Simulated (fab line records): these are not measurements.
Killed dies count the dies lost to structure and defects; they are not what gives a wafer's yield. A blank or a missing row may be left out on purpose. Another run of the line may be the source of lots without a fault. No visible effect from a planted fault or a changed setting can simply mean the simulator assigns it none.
fab line records + flow sfqLine
[record]
- lots = 16
- wafers = 47
- lastDay = 91
route steps=325 shown M2@95 I5@236 M6@264 M7@282
lots that met no fault: from a run of the same line without faults
startH: hours from the record's first day to the start of the lot's first wafer shown + waitH: hours from the lot's prior step to this one + " identical to the entry in the row above + L1.1+2: a single row standing in for several wafers + - no value present, or no start provided + * or withheld: withheld + < > ~ a bound
route shown NAME@n: names a module that has steps shown in the file, with the first one's number in the route + usual: mean and standard deviation over wafers with no fault + same: alike in all rows + chamber/n: place in a boat + sites: the reading at each site + _std_site: standard deviation of those values + _edge_site: inner sites' mean taken away from outer sites' mean + radiusMm: how far each site lies from the wafer's centre + mask NAME#n: copy n + behind: the last tool/chamber to shape the wafer + hold: why the lot went on hold/how many hours it stayed there/how the hold came to an end + device: which transistor (n, p or np) failed to switch + end of line: the route-end tests of the same wafers + a step with no rows: only its recipe + killed: the dies lost at the first sort to structure and to defects; this is not the yield of the wafer + map: dies across one wafer; x = killed, . = not, _ = none there
set.NAME: the setting that was run; set.NAME@STEP: the one run at that earlier step + model.NAME: the simulator's own value behind a step, which no gauge read
the route's steps for a sample of lots (tables are steps, rows are wafers)
services: the hour from which a tool's chamber was out of use, counted from the record's first day as startH (under 0 if before that day), plus the number of hours and why
[[steps]]
[step SFQ_TRILAYER_M2_LITHO_EXPOSE_058]
[recipe]
- maskId = M2
- na = 0.6
- sourceShape = conventional
- sigmaOuter = 0.65
- targetCdNm = 500
- doseMj = 14.4
| lot.wafer  | tool          | chamber | startH | waitH | mask |
|------------|---------------|---------|--------|-------|------|
| L258.2+4+5 | krfScanner-02 | 0       | 757.96 | -     | M2#0 |
| L259.3+5+6 | krfScanner-02 | 0       | 768.96 | -     | M2#0 |
| L260.1+4+6 | krfScanner-02 | 0       | 770.96 | -     | M2#0 |
| L261.4+5+6 | krfScanner-02 | 0       | 775.16 | -     | M2#0 |
| L262.1+4+6 | krfScanner-02 | 0       | 775.76 | -     | M2#0 |
| L263.3+4+6 | krfScanner-01 | 0       | 783.28 | -     | M2#0 |
| L264.2+4+6 | krfScanner-01 | 0       | 790.28 | -     | M2#0 |
| L265.3+4+6 | krfScanner-01 | 0       | 794.08 | -     | M2#0 |
| L266.1+2+6 | krfScanner-02 | 0       | 798.60 | -     | M2#0 |
| L267.2+3+5 | krfScanner-02 | 0       | 803.60 | -     | M2#0 |
| L268.2+4   | krfScanner-02 | 0       | 842.00 | -     | M2#0 |
| L269.2+4+6 | krfScanner-02 | 0       | 844.40 | -     | M2#0 |
| L270.3+5+6 | krfScanner-02 | 0       | 850.60 | -     | M2#0 |
| L276.1+2+4 | krfScanner-01 | 0       | 898.33 | -     | M2#0 |
| L277.2+3+4 | krfScanner-02 | 0       | 902.66 | -     | M2#0 |
| L281.2+3+5 | krfScanner-01 | 0       | 952.58 | -     | M2#0 |
[step SFQ_M2_OVL_MEAS_916]
[usual]
- M2_OVL = -5/7.4
| lot.wafer | tool       | chamber | startH | waitH | hold                    | M2_OVL[nm] |
|-----------|------------|---------|--------|-------|-------------------------|------------|
| L258.2    | overlay-02 | -       | 759.27 | 0.1   | -                       | 2          |
| L258.4    | "          | -       | "      | "     | -                       | -6         |
| L258.5    | "          | -       | "      | "     | -                       | -5         |
| L259.3    | overlay-02 | -       | 770.07 | 0.1   | -                       | 5          |
| L259.5    | "          | -       | "      | "     | -                       | 3          |
| L259.6    | "          | -       | "      | "     | -                       | 7          |
| L260.1    | overlay-02 | -       | 772.46 | 0.1   | -                       | -16        |
| L260.4    | "          | -       | "      | "     | -                       | -16        |
| L260.6    | "          | -       | "      | "     | -                       | -17        |
| L261.4    | overlay-02 | -       | 776.08 | 0.1   | -                       | -7         |
| L261.5    | "          | -       | "      | "     | -                       | -10        |
| L261.6    | "          | -       | "      | "     | -                       | -12        |
| L262.1    | overlay-01 | -       | 777.26 | 0.1   | -                       | 1          |
| L262.4    | "          | -       | "      | "     | -                       | -4         |
| L262.6    | "          | -       | "      | "     | -                       | -9         |
| L263.3    | overlay-02 | -       | 784.39 | 0.1   | -                       | 0          |
| L263.4    | "          | -       | "      | "     | -                       | 4          |
| L263.6    | "          | -       | "      | "     | -                       | 5          |
| L264.2    | overlay-01 | -       | 791.58 | 0.1   | -                       | -17        |
| L264.4    | "          | -       | "      | "     | -                       | -15        |
| L264.6    | "          | -       | "      | "     | -                       | -14        |
| L265.3    | overlay-01 | -       | 795.19 | 0.1   | -                       | -5         |
| L265.4    | "          | -       | "      | "     | -                       | 5          |
| L265.6    | "          | -       | "      | "     | -                       | 2          |
| L266.1    | overlay-01 | -       | 800.10 | 0.1   | -                       | 0          |
| L266.2    | "          | -       | "      | "     | -                       | -7         |
| L266.6    | "          | -       | "      | "     | -                       | -2         |
| L267.2    | overlay-01 | -       | 804.91 | 0.1   | -                       | -17        |
| L267.3    | "          | -       | "      | "     | -                       | -18        |
| L267.5    | "          | -       | "      | "     | -                       | -14        |
| L268.2    | overlay-02 | -       | 843.31 | 0.1   | awaitDispo/0.2h/release | 159        |
| L268.4    | "          | -       | "      | "     | awaitDispo/0.2h/release | 156        |
| L268.2    | overlay-02 | -       | 843.51 | 0.2   | -                       | 162        |
| L268.4    | "          | -       | "      | "     | -                       | 159        |
| L269.2    | overlay-02 | -       | 845.71 | 0.1   | awaitDispo/0.2h/release | 157        |
| L269.4    | "          | -       | "      | "     | awaitDispo/0.2h/release | 158        |
| L269.6    | "          | -       | "      | "     | awaitDispo/0.2h/release | 157        |
| L269.2    | overlay-02 | -       | 845.91 | 0.2   | -                       | 159        |
| L269.4    | "          | -       | "      | "     | -                       | 162        |
| L269.6    | "          | -       | "      | "     | -                       | 160        |
| L270.3    | overlay-01 | -       | 851.72 | 0.1   | awaitDispo/0.2h/release | 161        |
| L270.5    | "          | -       | "      | "     | awaitDispo/0.2h/release | 168        |
| L270.6    | "          | -       | "      | "     | awaitDispo/0.2h/release | 165        |
| L270.3    | overlay-01 | -       | 851.92 | 0.2   | -                       | 165        |
| L270.5    | "          | -       | "      | "     | -                       | 172        |
| L270.6    | "          | -       | "      | "     | -                       | 164        |
| L276.1    | overlay-02 | -       | 899.83 | 0.1   | -                       | 5          |
| L276.2    | "          | -       | "      | "     | -                       | 5          |
| L276.4    | "          | -       | "      | "     | -                       | 5          |
| L277.2    | overlay-01 | -       | 903.97 | 0.1   | awaitDispo/0.2h/release | 151        |
| L277.3    | "          | -       | "      | "     | awaitDispo/0.2h/release | 159        |
| L277.4    | "          | -       | "      | "     | awaitDispo/0.2h/release | 155        |
| L277.2    | overlay-01 | -       | 904.17 | 0.2   | -                       | 154        |
| L277.3    | "          | -       | "      | "     | -                       | 158        |
| L277.4    | "          | -       | "      | "     | -                       | 159        |
| L281.2    | overlay-01 | -       | 953.89 | 0.1   | -                       | -8         |
| L281.3    | "          | -       | "      | "     | -                       | -9         |
| L281.5    | "          | -       | "      | "     | -                       | -6         |
[step SFQ_TRILAYER_I5_BARC_OPEN_VIA_ETCH_200]
[recipe]
- maskMaterial = PR
- chemistry = O2
- targetDepthNm = 125
- target = BARC
- sourceW = 500
- biasW = 80
- pressureMtorr = 30.78
- timeS = 41.7
[usual]
- drypumpMotorCurrentA = 5.7/0.57
- oesProductAu = 0.685/0.0046
- rfFwdPowerW = 495.1/1.8
| lot.wafer | tool       | chamber | startH  | waitH | drypumpMotorCurrentA | oesProductAu | rfFwdPowerW | rfHoursCounterH |
|-----------|------------|---------|---------|-------|----------------------|--------------|-------------|-----------------|
| L258.2    | rieDiel-02 | 3       | 1471.96 | 0.0   | 6.1                  | 0.681        | 493.9       | 1               |
| L258.4    | "          | 1       | "       | "     | 6.0                  | 0.689        | 496.0       | 14              |
| L258.5    | "          | 3       | "       | "     | 6.2                  | 0.692        | 494.1       | -               |
| L259.3    | rieDiel-03 | 0       | 1476.76 | 0.0   | 5.7                  | 0.691        | 492.7       | 7               |
| L259.5    | "          | 3       | "       | "     | 5.8                  | 0.689        | 494.5       | -               |
| L259.6    | "          | 2       | "       | "     | 5.7                  | 0.687        | 496.2       | -               |
| L260.1    | rieDiel-04 | 1       | 1477.96 | 0.0   | 4.7                  | 0.694        | 495.2       | 11              |
| L260.4    | "          | 0       | "       | "     | 5.8                  | 0.685        | 493.8       | -               |
| L260.6    | "          | 1       | "       | "     | 4.7                  | 0.678        | 496.7       | -               |
| L261.4    | rieDiel-02 | 3       | 1481.56 | 0.0   | 6.2                  | 0.688        | 491.8       | 1               |
| L261.5    | "          | 3       | "       | "     | 6.2                  | 0.689        | 491.4       | -               |
| L261.6    | "          | 0       | "       | "     | 6.0                  | 0.685        | 495.4       | -               |
| L262.1    | rieDiel-04 | 0       | 1485.16 | 0.0   | 5.7                  | 0.678        | 494.2       | 7               |
| L262.4    | "          | 0       | "       | "     | 5.7                  | 0.689        | 494.4       | -               |
| L262.6    | "          | 3       | "       | "     | 6.1                  | 0.685        | 499.4       | -               |
| L263.3    | rieDiel-02 | 1       | 1496.09 | 0.0   | 6.0                  | 0.687        | 495.1       | 14              |
| L263.4    | "          | 3       | "       | "     | 6.2                  | 0.694        | 494.0       | 1               |
| L263.6    | "          | 3       | "       | "     | 6.2                  | 0.692        | 494.0       | -               |
| L264.2    | rieDiel-03 | 2       | 1504.61 | 0.0   | 5.7                  | 0.686        | 497.1       | 12              |
| L264.4    | "          | 3       | "       | "     | 5.8                  | 0.684        | 492.8       | 11              |
| L264.6    | "          | 3       | "       | "     | 5.8                  | 0.696        | 493.7       | -               |
| L265.3    | rieDiel-04 | 1       | 1516.93 | 0.0   | 4.7                  | 0.687        | 495.1       | 11              |
| L265.4    | "          | 3       | "       | "     | 6.1                  | 0.681        | 500.0       | -               |
| L265.6    | "          | 1       | "       | "     | 4.7                  | 0.675        | 494.0       | -               |
| L266.1    | rieDiel-02 | 2       | 1518.13 | 0.0   | 4.7                  | 0.676        | 496.3       | 12              |
| L266.2    | "          | 0       | "       | "     | 6.0                  | 0.694        | 491.5       | 15              |
| L266.6    | "          | 3       | "       | "     | 6.2                  | 0.688        | 492.8       | -               |
| L267.2    | rieDiel-04 | 3       | 1545.88 | 0.0   | 6.1                  | 0.678        | 496.8       | 15              |
| L267.3    | "          | 1       | "       | "     | 4.7                  | 0.686        | 494.9       | 12              |
| L267.5    | "          | 3       | "       | "     | 6.1                  | 0.689        | 499.1       | -               |
| L268.2    | rieDiel-04 | 3       | 1564.39 | 0.0   | 6.1                  | 0.683        | 496.5       | 15              |
| L268.4    | "          | 2       | "       | "     | 6.5                  | 0.691        | 494.1       | 1               |
| L269.2    | rieDiel-03 | 1       | 1570.46 | 0.0   | 4.9                  | 0.681        | 496.6       | 18              |
| L269.4    | "          | 0       | "       | "     | 5.7                  | 0.692        | 493.9       | 8               |
| L269.6    | "          | 2       | "       | "     | 5.7                  | 0.686        | 494.6       | -               |
| L270.3    | rieDiel-04 | 2       | 1571.66 | 0.0   | 6.5                  | 0.679        | 495.1       | 1               |
| L270.5    | "          | 3       | "       | "     | 6.1                  | 0.690        | 496.3       | -               |
| L270.6    | "          | 2       | "       | "     | 6.5                  | 0.681        | 495.7       | -               |
| L276.1    | rieDiel-02 | 1       | 1600.48 | 0.0   | 6.0                  | 0.684        | 494.5       | 15              |
| L276.2    | "          | 3       | "       | "     | 6.2                  | 0.685        | 492.8       | 3               |
| L276.4    | "          | 3       | "       | "     | 6.2                  | 0.692        | 491.4       | -               |
| L277.2    | rieDiel-02 | 3       | 1616.14 | 0.0   | 6.2                  | 0.684        | 493.1       | 3               |
| L277.3    | "          | 0       | "       | "     | 6.0                  | 0.684        | 493.6       | 17              |
| L277.4    | "          | 2       | "       | "     | 4.7                  | 0.688        | 495.1       | 13              |
| L281.2    | rieDiel-04 | 1       | 1641.25 | 0.0   | 4.7                  | 0.688        | 495.9       | 13              |
| L281.3    | "          | 3       | "       | "     | 6.1                  | 0.680        | 497.2       | 16              |
| L281.5    | "          | 3       | "       | "     | 6.1                  | 0.678        | 498.3       | -               |
[step SFQ_TRILAYER_M6_STRIP_STRIP_163]
[recipe]
- gas = O2
- powerW = 200
- platenTempC = 40
- overashFraction = 0.65
- chemistry = O2
- pressureMtorr = 47.72
[usual]
- drypumpMotorCurrentA = 5.6/0.49
- oesProductAu = 0.999/0.01
| lot.wafer | tool        | chamber | startH  | waitH | drypumpMotorCurrentA | oesProductAu | rfHoursCounterH |
|-----------|-------------|---------|---------|-------|----------------------|--------------|-----------------|
| L258.2    | rieMetal-02 | 0       | 1709.78 | 0.1   | 6.3                  | 1.006        | 134             |
| L258.4    | "           | 1       | "       | "     | 5.1                  | 0.992        | -               |
| L258.5    | "           | 1       | "       | "     | 5.1                  | 0.998        | -               |
| L259.3    | rieMetal-02 | 1       | 1712.46 | 0.2   | 5.1                  | 0.994        | -               |
| L259.5    | "           | 0       | "       | "     | 6.3                  | 1.007        | -               |
| L259.6    | "           | 1       | "       | "     | 5.1                  | 0.994        | -               |
| L260.1    | rieMetal-03 | 0       | 1714.66 | 0.1   | 5.5                  | 1.014        | 72              |
| L260.4    | "           | 0       | "       | "     | 5.5                  | 1.003        | -               |
| L260.6    | "           | 0       | "       | "     | 5.5                  | 1.008        | -               |
| L261.4    | rieMetal-03 | 1       | 1718.38 | 0.2   | 5.3                  | 0.977        | -               |
| L261.5    | "           | 1       | "       | "     | 5.3                  | 0.981        | -               |
| L261.6    | "           | 0       | "       | "     | 5.5                  | 1.005        | -               |
| L262.1    | rieMetal-03 | 0       | 1720.58 | 0.1   | 5.5                  | 1.010        | 73              |
| L262.4    | "           | 0       | "       | "     | 5.5                  | 1.007        | -               |
| L262.6    | "           | 1       | "       | "     | 5.2                  | 0.989        | -               |
| L263.3    | rieMetal-03 | 0       | 1729.18 | 0.2   | 5.5                  | 1.010        | -               |
| L263.4    | "           | 1       | "       | "     | 5.2                  | 0.981        | -               |
| L263.6    | "           | 1       | "       | "     | 5.2                  | 0.993        | -               |
| L264.2    | rieMetal-02 | 0       | 1730.18 | 0.1   | 6.3                  | 1.001        | 137             |
| L264.4    | "           | 0       | "       | "     | 6.3                  | 0.993        | -               |
| L264.6    | "           | 0       | "       | "     | 6.3                  | 0.991        | -               |
| L265.3    | rieMetal-03 | 1       | 1733.98 | 0.2   | 5.3                  | 0.989        | -               |
| L265.4    | "           | 0       | "       | "     | 5.5                  | 1.000        | -               |
| L265.6    | "           | 0       | "       | "     | 5.5                  | 0.999        | -               |
| L266.1    | rieMetal-03 | 0       | 1743.51 | 0.1   | 5.5                  | 1.001        | 75              |
| L266.2    | "           | 1       | "       | "     | 5.2                  | 0.981        | 48              |
| L266.6    | "           | 0       | "       | "     | 5.5                  | 0.994        | -               |
| L267.2    | rieMetal-03 | 0       | 1764.03 | 0.1   | 5.5                  | 1.007        | 77              |
| L267.3    | "           | 0       | "       | "     | 5.5                  | 1.007        | -               |
| L267.5    | "           | 1       | "       | "     | 5.2                  | 0.992        | -               |
| L268.2    | rieMetal-02 | 0       | 1786.83 | 0.1   | 6.3                  | 0.997        | 1               |
| L268.4    | "           | 1       | "       | "     | 5.1                  | 1.012        | -               |
| L269.2    | rieMetal-02 | 1       | 1796.56 | 0.1   | 5.1                  | 1.007        | 89              |
| L269.4    | "           | 1       | "       | "     | 5.1                  | 1.015        | -               |
| L269.6    | "           | 0       | "       | "     | 6.3                  | 1.006        | -               |
| L270.3    | rieMetal-03 | 1       | 1797.96 | 0.2   | 5.2                  | 0.989        | -               |
| L270.5    | "           | 0       | "       | "     | 5.5                  | 1.002        | -               |
| L270.6    | "           | 1       | "       | "     | 5.2                  | 0.988        | -               |
| L276.1    | rieMetal-01 | 1       | 1824.28 | 0.1   | 6.6                  | 1.004        | 111             |
| L276.2    | "           | 0       | "       | "     | 5.5                  | 0.992        | 41              |
| L276.4    | "           | 0       | "       | "     | 5.5                  | 0.991        | -               |
| L277.2    | rieMetal-01 | 1       | 1837.48 | 0.1   | 6.5                  | 0.989        | 114             |
| L277.3    | "           | 1       | "       | "     | 6.5                  | 0.998        | -               |
| L277.4    | "           | 0       | "       | "     | 5.5                  | 0.981        | -               |
| L281.2    | rieMetal-03 | 1       | 1857.21 | 0.1   | 5.2                  | 0.994        | 62              |
| L281.3    | "           | 1       | "       | "     | 5.2                  | 0.987        | -               |
| L281.5    | "           | 0       | "       | "     | 5.4                  | 1.005        | -               |
[step SFQ_TRILAYER_M7_DEP_SPUTTER_175]
[recipe]
- material = Nb
- basePressurePa = 1.33e-06
- chamberPressurePa = 0.1333
- substrateTempC = 20
- targetThkNm = 200
- powerW = 2000
- timeS = 133.3
[usual]
- throttleValvePct = 30.7/0.97
| lot.wafer | tool          | chamber | startH  | waitH | throttleValvePct |
|-----------|---------------|---------|---------|-------|------------------|
| L258.2    | pvdSputter-05 | -       | 1823.86 | 0.0   | 31.9             |
| L258.4    | "             | -       | "       | "     | 30.9             |
| L258.5    | "             | -       | "       | "     | 31.3             |
| L259.3    | pvdSputter-03 | -       | 1826.26 | 0.0   | 30.2             |
| L259.5    | "             | -       | "       | "     | 31.3             |
| L259.6    | "             | -       | "       | "     | 31.1             |
| L260.1    | pvdSputter-05 | -       | 1828.66 | 0.0   | 31.9             |
| L260.4    | "             | -       | "       | "     | 31.1             |
| L260.6    | "             | -       | "       | "     | 29.5             |
| L261.4    | pvdSputter-03 | -       | 1829.86 | 0.0   | 30.4             |
| L261.5    | "             | -       | "       | "     | 31.0             |
| L261.6    | "             | -       | "       | "     | 30.2             |
| L262.1    | pvdSputter-03 | -       | 1834.66 | 0.0   | 31.2             |
| L262.4    | "             | -       | "       | "     | 30.8             |
| L262.6    | "             | -       | "       | "     | 31.4             |
| L263.3    | pvdSputter-03 | -       | 1841.87 | 0.0   | 30.9             |
| L263.4    | "             | -       | "       | "     | 31.1             |
| L263.6    | "             | -       | "       | "     | 30.3             |
| L264.2    | pvdSputter-04 | -       | 1844.26 | 0.0   | 29.2             |
| L264.4    | "             | -       | "       | "     | 27.9             |
| L264.6    | "             | -       | "       | "     | 29.1             |
| L265.3    | pvdSputter-05 | -       | 1848.38 | 0.0   | 31.7             |
| L265.4    | "             | -       | "       | "     | 31.2             |
| L265.6    | "             | -       | "       | "     | 31.0             |
| L266.1    | pvdSputter-03 | -       | 1856.80 | 0.0   | 30.3             |
| L266.2    | "             | -       | "       | "     | 31.1             |
| L266.6    | "             | -       | "       | "     | 30.9             |
| L267.2    | pvdSputter-03 | -       | 1875.14 | 0.0   | 31.0             |
| L267.3    | "             | -       | "       | "     | 31.1             |
| L267.5    | "             | -       | "       | "     | 31.2             |
| L268.2    | pvdSputter-05 | -       | 1889.54 | 0.0   | 29.6             |
| L268.4    | "             | -       | "       | "     | 31.9             |
| L269.2    | pvdSputter-04 | -       | 1895.52 | 0.0   | 29.1             |
| L269.4    | "             | -       | "       | "     | 27.8             |
| L269.6    | "             | -       | "       | "     | 30.7             |
| L270.3    | pvdSputter-05 | -       | 1897.92 | 0.0   | 29.6             |
| L270.5    | "             | -       | "       | "     | 29.7             |
| L270.6    | "             | -       | "       | "     | 31.8             |
| L276.1    | pvdSputter-03 | -       | 1920.85 | 0.0   | 31.0             |
| L276.2    | "             | -       | "       | "     | 31.1             |
| L276.4    | "             | -       | "       | "     | 30.0             |
| L277.2    | pvdSputter-05 | -       | 1935.25 | 0.0   | 29.9             |
| L277.3    | "             | -       | "       | "     | 31.9             |
| L277.4    | "             | -       | "       | "     | 31.0             |
| L281.2    | pvdSputter-05 | -       | 1949.65 | 0.0   | 31.0             |
| L281.3    | "             | -       | "       | "     | 31.6             |
| L281.5    | "             | -       | "       | "     | 30.7             |
[[services]]
| tool          | chamber | startH  | hours | kind   |
|---------------|---------|---------|-------|--------|
| krfScanner-02 | -       | 776.96  | 1.0   | pm     |
| krfScanner-02 | -       | 788.03  | 1.3   | pm     |
| krfScanner-02 | -       | 865.80  | 6.0   | pm     |
| krfScanner-02 | -       | 881.40  | 4.0   | pm     |
| krfScanner-02 | -       | 889.02  | 0.8   | pm     |
| krfScanner-02 | -       | 949.26  | 1.0   | pm     |
| krfScanner-02 | -       | 963.93  | 1.3   | pm     |
| krfScanner-02 | -       | 1058.45 | 0.8   | pm     |
| krfScanner-02 | -       | 1113.75 | 0.5   | repair |
| krfScanner-02 | -       | 1114.68 | 1.0   | pm     |
| krfScanner-02 | -       | 1141.01 | 1.3   | pm     |
| krfScanner-02 | -       | 1147.11 | 3.6   | pm     |
| krfScanner-02 | -       | 1227.47 | 0.8   | pm     |
| krfScanner-02 | -       | 1283.79 | 1.0   | pm     |
| krfScanner-02 | -       | 1316.05 | 1.3   | pm     |
| krfScanner-02 | -       | 1395.42 | 0.8   | pm     |
| krfScanner-02 | -       | 1427.25 | 0.9   | repair |
| krfScanner-02 | -       | 1439.25 | 0.3   | repair |
| krfScanner-02 | -       | 1452.70 | 1.0   | pm     |
| krfScanner-02 | -       | 1492.55 | 1.3   | pm     |
| krfScanner-02 | -       | 1530.60 | 4.4   | pm     |
| krfScanner-02 | -       | 1564.45 | 0.8   | pm     |
| krfScanner-02 | -       | 1615.89 | 4.0   | pm     |
| krfScanner-02 | -       | 1622.14 | 1.0   | pm     |
[[key]]
[firstSign]
- step = SFQ_M2_OVL_MEAS_916
- reading = visit
- direction = added
[effect]
- step = SFQ_M2_OVL_MEAS_916
- reading = M2_OVL
- direction = up
- sigmas = 22
- usual = -5
- struck = 159
metAt SFQ_TRILAYER_M2_LITHO_EXPOSE_058
struckLots L268,L269,L270,L277
notActingAt SFQ_TRILAYER_I5_BARC_OPEN_VIA_ETCH_200,SFQ_TRILAYER_M6_STRIP_STRIP_163,SFQ_TRILAYER_M7_DEP_SPUTTER_175
onsetBetween 803.60 842.00
[fault]
- kind = scannerMatchingOverlay
- tool = krfScanner-02
- chamber = -
- onsetH = 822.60
- steps = SFQ_TRILAYER_M2_LITHO_EXPOSE_058
- offset = 166.07
